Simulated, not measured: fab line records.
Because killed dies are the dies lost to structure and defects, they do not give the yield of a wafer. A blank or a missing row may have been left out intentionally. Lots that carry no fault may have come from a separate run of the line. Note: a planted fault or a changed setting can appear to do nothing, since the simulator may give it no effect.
A struck lot beside a sound one :: flow sky130 :: 18 out of 708 route steps
Sound: the wafers L339.2, L339.4, L339.5. The struck wafers were L349.1, L349.4, L349.5. The cause comes at the end.
Each step with rows lists, per side, the tool, then ch with its chambers, then its first start. Under that, the readings that differ: sound wafers :: struck wafers :: difference of the means :: sigmas: that difference in standard deviations of wafers without a fault.
alike: words and numbers the same on both sides, and readings whose means are apart by under 2 such deviations; not compared: readings that were withheld, readings missing a value for some wafer, numbers with overlapping values and no deviation given by the record, and bounds like >300 which may hide the same value.
A row with sigmas, a row that says differs or no value, or rows on one side alone: a step with any of these is where the two part. Numbers that have no deviation but don't overlap get no sigmas and don't part them. A reading that every wafer of one side lacks parts them only if that side has two wafers or more.

first, 3 steps without rows for these wafers: SKY_VT_ADJUST_NCORE_EXPOSE_04 (exposes mask LVTN COMPLEMENT THIN, target cd 380 nm); SKY_VT_ADJUST_NCORE_PEB_05; SKY_VT_ADJUST_NCORE_DEVELOP_06 (develop time 60 s).
SKY_VT_ADJUST_NCORE_CD_MEAS_07: target cd 380 nm.
  sound on cd_sem-02 at day 10 01:45; struck on cd_sem-02 at day 12 23:05
  alike: cd_nm
SKY_VT_ADJUST_NCORE_OVL_MEAS_08:
  sound on overlay-01 at day 10 01:51; struck on overlay-01 at day 12 23:12
  alike: VT_ADJUST_NCORE_OVL
then, 1 step without rows for these wafers: SKY_VT_ADJUST_NCORE_IMPLANT_09.
SKY_VT_ADJUST_NCORE_STRIP_10: strips in O2/N2.
  sound on plasma_asher-03 ch 0,1, day 10 02:02; struck on plasma_asher-01 ch 0,1, day 12 23:23
  alike: drypump_motor_current_A, oes_product_au, strip_time_to_endpoint_s
  not compared: rf_hours_counter_h
SKY_VT_ADJUST_NCORE_TW_MEAS_11:
  sound on film_metro-03 at day 10 02:08; struck on film_metro-01 at day 12 23:29
reading: VT_ADJUST_NCORE_TW
sound: 218.5 218.3 219.1
struck: 221.7 221.9 220.4
difference: +2.7
sigmas: +2
then, 4 steps without rows for these wafers: SKY_VT_ADJUST_HVTR_DEHYDRATE_00 (time 60 s); SKY_VT_ADJUST_HVTR_HMDS_01 (prime time 60 s); SKY_VT_ADJUST_HVTR_COAT_02 (resist thk 1140 nm); SKY_VT_ADJUST_HVTR_SOFTBAKE_03 (time 60 s).
SKY_VT_ADJUST_HVTR_EXPOSE_04: exposes mask HVTRM, target cd 380 nm.
  sound on iline_stepper-01 ch 0, day 10 13:26; struck on iline_stepper-01 ch 0, day 13 10:40
reading: model.VT_ADJUST_HVTR.overlay_x_nm (nm)
sound: 0.2364 0.2364 0.2364
struck: 112.4 112.4 112.4
difference: +112.2
sigmas: 
  alike: mask
then, 2 steps without rows for these wafers: SKY_VT_ADJUST_HVTR_PEB_05; SKY_VT_ADJUST_HVTR_DEVELOP_06 (develop time 60 s).
SKY_VT_ADJUST_HVTR_CD_MEAS_07: target cd 380 nm.
  sound on cd_sem-01 at day 11 00:52; struck on cd_sem-01 at day 13 22:14
  alike: cd_nm
SKY_VT_ADJUST_HVTR_OVL_MEAS_08:
  sound on overlay-01 at day 11 00:58; struck on overlay-02 at day 13 22:34
reading: VT_ADJUST_HVTR_OVL (nm)
sound: -2.9 1.1 -0.8
struck: 108.0 111.1 110.5
difference: +110.7
sigmas: +79
  not compared: hold
then, 1 step without rows for these wafers: SKY_PAD_OPEN_PROBE_99.

## WHERE THEY PART
First at SKY_VT_ADJUST_NCORE_TW_MEAS_11; last, within this record, at SKY_VT_ADJUST_HVTR_OVL_MEAS_08.

WHY: the cause the simulator had injected
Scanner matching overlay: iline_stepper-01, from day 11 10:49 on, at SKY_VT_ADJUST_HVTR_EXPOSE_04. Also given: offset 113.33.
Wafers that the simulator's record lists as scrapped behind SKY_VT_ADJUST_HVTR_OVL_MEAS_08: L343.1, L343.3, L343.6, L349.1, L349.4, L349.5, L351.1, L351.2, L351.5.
